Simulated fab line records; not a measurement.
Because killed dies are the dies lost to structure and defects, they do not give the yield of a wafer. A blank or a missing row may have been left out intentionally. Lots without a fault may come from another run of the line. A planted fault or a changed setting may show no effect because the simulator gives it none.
Which of the tools did it? | flow gf180mcu | 72 wafers from 24 lots sampled at 6 of the route's 602 steps

## WHAT THE GAUGES READ, wafer by wafer
GF_STI_BOW_MEAS_00. Usual: INCOMING_BOW gives 0 um (standard deviation 6.3).
lot  | measured    | on           | INCOMING_BOW (um) | flag
L074 | day 1 10:01 | filmMetro-03 | -3 2 -14          | 
L075 | day 1 15:00 | filmMetro-03 | 2 -2 -2           | 
L076 | day 1 20:00 | filmMetro-02 | 10 -6 0           | 
L077 | day 2 01:00 | filmMetro-01 | -2 0 -3           | 
L078 | day 2 06:01 | filmMetro-02 | 5 -11 -4          | 
L079 | day 2 11:01 | filmMetro-02 | 6 -4 -3           | 
L080 | day 2 16:00 | filmMetro-03 | 9 14 -1           | 
L081 | day 2 21:02 | filmMetro-01 | -2 -3 -3          | 
L082 | day 3 02:00 | filmMetro-02 | 7 12 -11          | 
L083 | day 3 07:02 | filmMetro-02 | 8 -1 0            | 
L084 | day 3 12:01 | filmMetro-02 | -7 8 -10          | 
L085 | day 3 17:01 | filmMetro-02 | 2 4 -1            | 
L086 | day 3 22:02 | filmMetro-03 | 9 4 0             | 
L087 | day 4 03:00 | filmMetro-01 | 0 -4 -7           | 
L088 | day 4 08:01 | filmMetro-02 | -1 3 -7           | 
L089 | day 4 13:00 | filmMetro-01 | 0 -7 6            | 
L090 | day 4 18:00 | filmMetro-01 | 1 13 -4           | 
L091 | day 4 23:00 | filmMetro-02 | 1 4 7             | 
L092 | day 5 04:01 | filmMetro-01 | -2 10 3           | 
L093 | day 5 09:00 | filmMetro-03 | 8 -2 0            | 
L094 | day 5 14:01 | filmMetro-02 | 1 -13 -2          | 
L095 | day 5 19:01 | filmMetro-01 | 7 -4 -5           | 
L096 | day 6 00:02 | filmMetro-02 | -2 11 1           | 
L097 | day 6 05:01 | filmMetro-01 | 4 0 10            | 

GF_NWELL_OVL_MEAS_07. Usual: NWELL_OVL gives 0.1 nm (standard deviation 1.4).
lot  | measured    | on         | NWELL_OVL (nm) | flag
L074 | day 3 06:34 | overlay-01 | 1.3 2.1 2.3    | 
L075 | day 3 14:29 | overlay-01 | -0.7 -1.4 -1.5 | 
L076 | day 3 18:34 | overlay-01 | -0.5 -0.8 -0.9 | 
L077 | day 3 22:46 | overlay-01 | 0.0 -0.4 -1.1  | 
L078 | day 4 05:34 | overlay-01 | 0.6 0.2 0.8    | 
L079 | day 4 10:46 | overlay-02 | 0.6 -0.7 -1.2  | 
L080 | day 4 15:01 | overlay-01 | -0.7 -1.8 -1.1 | 
L081 | day 5 00:46 | overlay-02 | 1.2 0.0 1.3    | 
L082 | day 5 02:25 | overlay-02 | 0.3 -0.8 0.5   | 
L083 | day 5 07:25 | overlay-02 | 2.1 3.5 1.6    | 
L084 | day 5 13:16 | overlay-02 | -0.7 0.4 0.5   | 
L085 | day 5 20:10 | overlay-01 | 0.0 1.2 1.1    | 
L086 | day 5 23:15 | overlay-02 | -1.1 -1.0 -1.8 | 
L087 | day 6 06:58 | overlay-01 | 2.1 0.7 1.0    | 
L088 | day 6 11:43 | overlay-01 | -2.4 -3.1 -3.6 | 
L089 | day 6 16:52 | overlay-02 | 0.6 0.1 0.3    | 
L090 | day 6 22:51 | overlay-02 | -1.6 -1.5 -1.8 | 
L091 | day 7 04:46 | overlay-01 | 1.5 0.1 0.5    | 
L092 | day 7 09:39 | overlay-02 | -0.9 0.0 -0.2  | 
L093 | day 7 16:37 | overlay-02 | -0.8 0.6 -0.4  | 
L094 | day 7 21:25 | overlay-01 | -1.9 -1.5 -0.9 | 
L095 | day 8 01:25 | overlay-01 | 1.9 2.2 1.6    | 
L096 | day 8 07:28 | overlay-01 | 1.8 3.0 2.5    | 
L097 | day 8 15:13 | overlay-02 | 1.0 -0.4 0.9   | 

GF_VT_IMPLANT_TW_MEAS_32. Usual: VT_IMPLANT_3_TW gives 272 (standard deviation 3.5).
lot  | measured     | on           | VT_IMPLANT_3_TW | flag
L074 | day 6 19:26  | filmMetro-02 | 266 267 268     | 
L075 | day 7 03:43  | filmMetro-04 | 274 275 275     | 
L076 | day 7 10:14  | filmMetro-01 | 273 271 274     | 
L077 | day 7 16:17  | filmMetro-01 | 270 272 273     | 
L078 | day 8 01:00  | filmMetro-01 | 269 269 270     | 
L079 | day 8 05:38  | filmMetro-01 | 269 270 269     | 
L080 | day 8 11:35  | filmMetro-01 | 269 269 270     | 
L081 | day 8 22:06  | filmMetro-04 | 275 275 275     | 
L082 | day 9 02:11  | filmMetro-02 | 262 263 263     | 
L083 | day 9 05:55  | filmMetro-04 | 274 274 274     | 
L084 | day 9 12:24  | filmMetro-01 | 273 272 272     | 
L085 | day 9 22:08  | filmMetro-04 | 276 274 273     | 
L086 | day 10 02:31 | filmMetro-04 | 275 274 276     | 
L087 | day 10 09:02 | filmMetro-04 | 276 274 274     | 
L088 | day 10 16:00 | filmMetro-02 | 267 267 265     | 
L089 | day 10 21:47 | filmMetro-01 | 270 271 270     | 
L090 | day 11 06:44 | filmMetro-04 | 274 272 274     | 
L091 | day 11 11:14 | filmMetro-04 | 274 273 276     | 
L092 | day 11 18:18 | filmMetro-04 | 275 276 275     | 
L093 | day 12 02:26 | filmMetro-01 | 270 268 270     | 
L094 | day 12 08:54 | filmMetro-02 | 265 264 266     | 
L095 | day 12 12:11 | filmMetro-04 | 273 273 272     | 
L096 | day 12 21:21 | filmMetro-04 | 273 272 274     | 
L097 | day 13 05:39 | filmMetro-04 | 273 275 274     | 

GF_DUAL_GATE_THK_MEAS_03. Usual: DUAL_GATE_OXIDATION_00_THK gives 10.80 nm (standard deviation 0.17).
lot  | measured     | on           | DUAL_GATE_OXIDATION_00_THK (nm) | flag
L074 | day 7 13:41  | filmMetro-03 | 10.72 10.61 10.65               | 
L075 | day 7 21:46  | filmMetro-01 | 10.71 10.94 10.76               | 
L076 | day 8 05:03  | filmMetro-02 | 10.94 10.80 10.86               | 
L077 | day 8 11:06  | filmMetro-01 | 10.54 10.54 10.51               | 
L078 | day 8 20:22  | filmMetro-02 | 10.73 10.84 10.74               | 
L079 | day 9 06:26  | filmMetro-02 | 10.79 10.82 10.93               | 
L080 | day 9 14:28  | filmMetro-01 | 10.41 10.57 10.60               | 
L081 | day 9 20:27  | filmMetro-01 | 10.65 10.77 10.76               | 
L082 | day 9 23:07  | filmMetro-02 | 10.79 10.69 10.84               | 
L083 | day 10 02:09 | filmMetro-01 | 10.98 10.84 10.83               | 
L084 | day 10 07:56 | filmMetro-01 | 11.40 11.38 11.05               | 
L085 | day 10 18:32 | filmMetro-01 | 10.89 10.75 10.88               | 
L086 | day 10 23:47 | filmMetro-03 | 10.94 10.81 10.77               | 
L087 | day 11 05:55 | filmMetro-03 | 10.84 10.88 10.71               | 
L088 | day 11 12:41 | filmMetro-03 | 10.71 10.78 11.03               | 
L089 | day 11 19:01 | filmMetro-01 | 10.59 10.56 10.53               | 
L090 | day 12 03:59 | filmMetro-02 | 10.91 10.84 10.92               | 
L091 | day 12 08:13 | filmMetro-02 | 10.59 10.72 10.85               | 
L092 | day 12 15:51 | filmMetro-01 | 10.92 10.77 10.77               | 
L093 | day 13 00:49 | filmMetro-02 | 11.09 11.04 10.95               | 
L094 | day 13 07:57 | filmMetro-03 | 10.95 10.77 10.88               | 
L095 | day 13 10:47 | filmMetro-02 | 10.64 10.76 11.12               | 
L096 | day 13 19:56 | filmMetro-01 | 10.73 10.69 10.63               | 
L097 | day 14 04:40 | filmMetro-01 | 10.75 10.73 10.69               | 

GF_POLY_GATE_THK_MEAS_01. Usual: POLY_GATE_CVD_00_THK gives 199.9 nm (standard deviation 2).
lot  | measured     | on           | POLY_GATE_CVD_00_THK (nm) | flag
L074 | day 8 08:44  | filmMetro-01 | 199.3 199.7 199.0         | 
L075 | day 8 16:52  | filmMetro-01 | 201.1 202.3 201.3         | 
L076 | day 9 01:04  | filmMetro-03 | 203.8 205.1 204.3         | 
L077 | day 9 11:32  | filmMetro-03 | 200.1 198.2 200.1         | 
L078 | day 9 21:01  | filmMetro-04 | 202.8 203.7 201.6         | 
L079 | day 10 03:20 | filmMetro-04 | 198.7 198.0 198.9         | 
L080 | day 10 10:39 | filmMetro-04 | 198.1 196.7 197.8         | 
L081 | day 10 17:11 | filmMetro-03 | 203.0 201.2 202.6         | 
L082 | day 10 20:29 | filmMetro-01 | 200.1 201.1 201.8         | 
L083 | day 10 23:28 | filmMetro-03 | 196.3 197.2 198.2         | 
L084 | day 11 04:47 | filmMetro-01 | 198.3 197.4 199.2         | 
L085 | day 11 15:50 | filmMetro-01 | 201.6 201.7 201.0         | 
L086 | day 11 22:38 | filmMetro-01 | 199.3 198.3 199.7         | 
L087 | day 12 04:32 | filmMetro-01 | 199.8 199.1 199.2         | 
L088 | day 12 10:30 | filmMetro-01 | 197.7 200.0 198.7         | 
L089 | day 12 17:49 | filmMetro-01 | 198.0 199.1 199.1         | 
L090 | day 13 02:40 | filmMetro-04 | 200.5 201.5 201.2         | 
L091 | day 13 08:32 | filmMetro-01 | 197.8 197.0 198.8         | 
L092 | day 13 14:51 | filmMetro-01 | 201.3 201.4 199.5         | 
L093 | day 13 23:53 | filmMetro-01 | 197.6 200.3 197.3         | 
L094 | day 14 07:33 | filmMetro-03 | 198.0 199.2 198.7         | 
L095 | day 14 12:28 | filmMetro-01 | 201.6 203.0 201.6         | 
L096 | day 14 19:10 | filmMetro-03 | 197.9 199.4 199.3         | 
L097 | day 15 04:35 | filmMetro-01 | 200.0 198.3 197.9         | 

## TOOL THAT RAN EACH LOT (tool first, then ch and the chambers of the sampled wafers, then the start)
lot  | GF_VT_IMPLANT_STRIP_31
L074 | plasmaAsher-01 ch 0,1, day 6 19:20
L075 | plasmaAsher-03 ch 0,1, day 7 03:37
L076 | plasmaAsher-01 ch 0,1, day 7 10:08
L077 | plasmaAsher-03 ch 0,1, day 7 16:11
L078 | plasmaAsher-01 ch 0,1, day 8 00:53
L079 | plasmaAsher-03 ch 1, day 8 05:32
L080 | plasmaAsher-03 ch 0,1, day 8 11:29
L081 | plasmaAsher-03 ch 0,1, day 8 22:01
L082 | plasmaAsher-01 ch 0,1, day 9 02:05
L083 | plasmaAsher-04 ch 0,1, day 9 05:49
L084 | plasmaAsher-03 ch 0,1, day 9 12:17
L085 | plasmaAsher-01 ch 0,1, day 9 22:02
L086 | plasmaAsher-01 ch 0,1, day 10 02:25
L087 | plasmaAsher-04 ch 0,1, day 10 08:56
L088 | plasmaAsher-04 ch 0,1, day 10 15:53
L089 | plasmaAsher-01 ch 0,1, day 10 21:41
L090 | plasmaAsher-04 ch 0,1, day 11 06:38
L091 | plasmaAsher-03 ch 0,1, day 11 11:08
L092 | plasmaAsher-01 ch 0,1, day 11 18:11
L093 | plasmaAsher-04 ch 0,1, day 12 02:20
L094 | plasmaAsher-03 ch 0,1, day 12 08:47
L095 | plasmaAsher-01 ch 0,1, day 12 12:05
L096 | plasmaAsher-04 ch 0,1, day 12 21:16
L097 | plasmaAsher-03 ch 0,1, day 13 05:32
- GF_VT_IMPLANT_STRIP_31: strips in O2/N2.

## WHAT THE TOOLS THEMSELVES READ (means of the sampled wafers that have a number; where no wafer has one, the mark that the record gives instead)
GF_VT_IMPLANT_STRIP_31. Usual: drypumpMotorCurrentA 5.8 A, standard deviation 0.41; heaterPowerW 322 W, standard deviation 47; oesProductAu 0.717 a.u., standard deviation 0.0046; stripTimeToEndpointS 12.65 s, standard deviation 0.034.
lot  | tool           | drypumpMotorCurrentA (A) | heaterPowerW (W) | oesProductAu (a.u.) | stripTimeToEndpointS (s) | flag
L074 | plasmaAsher-01 | 5.7                      | 323              | 0.717               | 12.66                    | 
L075 | plasmaAsher-03 | 5.9                      | 359              | 0.714               | 12.63                    | 
L076 | plasmaAsher-01 | 5.8                      | 287              | 0.710               | 12.63                    | 
L077 | plasmaAsher-03 | 5.9                      | 363              | 0.715               | 12.66                    | 
L078 | plasmaAsher-01 | 5.8                      | 321              | 0.712               | 12.64                    | 
L079 | plasmaAsher-03 | 6.3                      | 350              | 0.715               | 12.68                    | 
L080 | plasmaAsher-03 | 5.9                      | 359              | 0.721               | 12.68                    | 
L081 | plasmaAsher-03 | 5.8                      | 358              | 0.717               | 12.68                    | 
L082 | plasmaAsher-01 | 5.7                      | 288              | 0.713               | 12.64                    | 
L083 | plasmaAsher-04 | 5.6                      | 281              | 0.713               | 12.63                    | 
L084 | plasmaAsher-03 | 5.8                      | 359              | 0.722               | 12.65                    | 
L085 | plasmaAsher-01 | 5.7                      | 324              | 0.716               | 12.68                    | 
L086 | plasmaAsher-01 | 5.8                      | 283              | 0.714               | 12.69                    | 
L087 | plasmaAsher-04 | 5.6                      | 282              | 0.711               | 12.67                    | 
L088 | plasmaAsher-04 | 5.3                      | 304              | 0.717               | 12.65                    | 
L089 | plasmaAsher-01 | 5.7                      | 319              | 0.718               | 12.59                    | 
L090 | plasmaAsher-04 | 5.2                      | 300              | 0.724               | 12.61                    | 
L091 | plasmaAsher-03 | 6.1                      | 361              | 0.720               | 12.64                    | 
L092 | plasmaAsher-01 | 5.7                      | 322              | 0.719               | 12.58                    | 
L093 | plasmaAsher-04 | 5.3                      | 301              | 0.715               | 12.59                    | 
L094 | plasmaAsher-03 | 6.1                      | 356              | 0.720               | 12.64                    | 
L095 | plasmaAsher-01 | 5.8                      | 285              | 0.717               | 12.61                    | 
L096 | plasmaAsher-04 | 5.6                      | 280              | 0.714               | 12.65                    | 
L097 | plasmaAsher-03 | 5.8                      | 358              | 0.716               | 12.68                    | 

## THE ANSWER, worked out from the rows above alone
Rule: a lot counts as off when the mean over its wafers that have a number is more than 3 standard deviations away from the usual mean. A lot without any number at a reading at which 4 lots or more have one is off too. Any other lot the step has rows for is counted as sound. Order of review: gauges by route order, followed by the tools' own readings, for which a lot's mean as printed above is used. At the first step where some lot is off, the reading lying furthest off is the one used; lots without a number count as furthest.
Across all readings shown, no lot is off: no conclusion can be drawn from this.

## WHAT THE SIMULATOR HAD PUT IN
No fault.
